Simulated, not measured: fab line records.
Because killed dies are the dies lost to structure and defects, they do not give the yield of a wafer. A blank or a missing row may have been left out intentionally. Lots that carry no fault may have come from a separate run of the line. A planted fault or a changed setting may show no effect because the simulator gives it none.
Comparing a struck lot with a sound one | flow sky130 | 18 out of 708 route steps
Sound: these wafers, L730.3, L730.5, L730.6. Struck: wafer L742.4 (left out: L742.1, L742.3 of the same lot, which were not struck); the cause appears at the end.
At each step with rows: each side's tool, then ch and its chambers, then its first start. Under that, the readings that differ: sound wafers | struck wafers | difference of the means | sigmas: that difference in standard deviations of wafers without a fault.
alike: same words and numbers on both sides, and readings whose means sit less than 2 such deviations apart. not compared: any withheld reading, any reading some wafer has no value for, any bound like >300 that may hide the same value, and any number with overlapping values for which the record gives no deviation.
The two part at a step that has a row with sigmas, a row that says differs or no value, or rows on one side only. Numbers that have no deviation but don't overlap get no sigmas and don't part them. A reading missing from all wafers of one side parts the sides only when that side holds two or more wafers.

first, 1 step without rows for these wafers: SKY_FIELD_ISO_DEVELOP_12 (develop time 60 s).
SKY_FIELD_ISO_CD_MEAS_13 targets a cd of 150 nm.
  struck on cd_sem-02, day 4 23:29; sound on cd_sem-01, day 2 08:34
  alike: cd_nm
SKY_FIELD_ISO_ETCH_14: etches BARC in N2/H2, stops on SiO2, time 45.9 s, target depth 60 nm.
  sound on rie_diel-04 ch 0,1,3, day 2 08:39; struck on rie_diel-03 ch 2, day 4 23:36
  reading                | sound                | struck | difference | sigmas
  oes_product_au (a.u.)  | 0.862 0.858 0.849    | 0.844  | -0.012     | -3
  throttle_valve_pct (%) | 13.227 13.219 13.216 | 13.242 | +0.021     | +2
  alike: drypump_motor_current_A, h2_flow_sccm
  not compared: rf_hours_counter_h
SKY_FIELD_ISO_ETCH_15: etches the open film in CHF3/O2, stops on Si, target depth 180 nm, time 72 s.
  sound on rie_diel-04 ch 0,1,3, day 2 08:41; struck on rie_diel-03 ch 2, day 4 23:38
  alike: drypump_motor_current_A, oes_product_au, throttle_valve_pct
  not compared: rf_hours_counter_h
SKY_FIELD_ISO_STRIP_16: strips in O2/N2.
  sound on plasma_asher-01 ch 0,1, day 2 08:47; struck on plasma_asher-01 ch 0, day 4 23:42
  reading                      | sound          | struck | difference | sigmas
  strip_time_to_endpoint_s (s) | 3.55 3.56 3.61 | 3.49   | -0.08      | -2
  alike: drypump_motor_current_A, oes_product_au
  not compared: rf_hours_counter_h
SKY_FIELD_ISO_ETCH_17: etches Si in HBr/Cl2/O2, target depth 342 nm, time 97.7 s.
  sound on rie_si-01 ch 0,3, day 2 08:51; struck on rie_si-01 ch 0, day 4 23:48
  alike: drypump_motor_current_A, oes_product_au, throttle_valve_pct
  not compared: rf_hours_counter_h
then, 5 steps without rows for these wafers: SKY_FIELD_ISO_WET_ETCH_18 (etches Si3N4 in H3PO4, target depth 25 nm, time 286 s); SKY_FIELD_ISO_CLEAN_19 (cleans in SC1/SC2, time 150 s); SKY_FIELD_ISO_CLEAN_20 (cleans in dHF, time 20 s); SKY_FIELD_ISO_WET_ETCH_21 (etches SiO2 in dHF, target depth 20 nm, time 400 s); SKY_FIELD_ISO_OXIDATION_22 (stabilise 600 s, purge 300 s, target thk 10 nm).
SKY_FIELD_ISO_THK_MEAS_23:
  struck on film_metro-02, day 5 04:50; sound on film_metro-02, day 2 11:37
  alike: FIELD_ISO_OXIDATION_01_THK
SKY_FIELD_ISO_CVD_24: deposits SiO2, target thk 595 nm, time 99.2 s.
  sound on hdpcvd-02 ch 1,2, day 2 11:40; struck on hdpcvd-02 ch 0, day 5 04:53
  reading                                    | sound             | struck | difference | sigmas
  model.SiO2_of_FIELD_ISO_CVD_24.thk_nm (nm) | 601.9 596.8 602.4 | 701    | +101       |
SKY_FIELD_ISO_THK_MEAS_25:
  struck on film_metro-04, day 5 04:58; sound on film_metro-04, day 2 11:45
  reading                   | sound       | struck | difference | sigmas
  FIELD_ISO_CVD_24_THK (nm) | 602 596 603 | 701    | +101       | +16
then, 1 step without rows for these wafers: SKY_FIELD_ISO_ANNEAL_26 (time 1800 s).
SKY_FIELD_ISO_CMP_27: polishes, stops on Si3N4, t overpolish 16 s, target thk 457.8 nm.
  sound on cmp-02 ch 0,3, day 2 14:37; struck on cmp-02 ch 3, day 5 07:50
  reading                | sound       | struck | difference | sigmas
  time_to_endpoint_s (s) | 113 110 110 | 133    | +22        | +5
  alike: motor_current_A
then, 2 steps without rows for these wafers: SKY_FIELD_ISO_WET_ETCH_28 (etches SiO2 in dHF, target depth 23.7 nm, time 47 s); SKY_PAD_OPEN_PROBE_99.

## WHERE THEY PART
At SKY_FIELD_ISO_ETCH_14 first; at SKY_FIELD_ISO_CMP_27 last (within this record only).

WHY: whatever the simulator had introduced
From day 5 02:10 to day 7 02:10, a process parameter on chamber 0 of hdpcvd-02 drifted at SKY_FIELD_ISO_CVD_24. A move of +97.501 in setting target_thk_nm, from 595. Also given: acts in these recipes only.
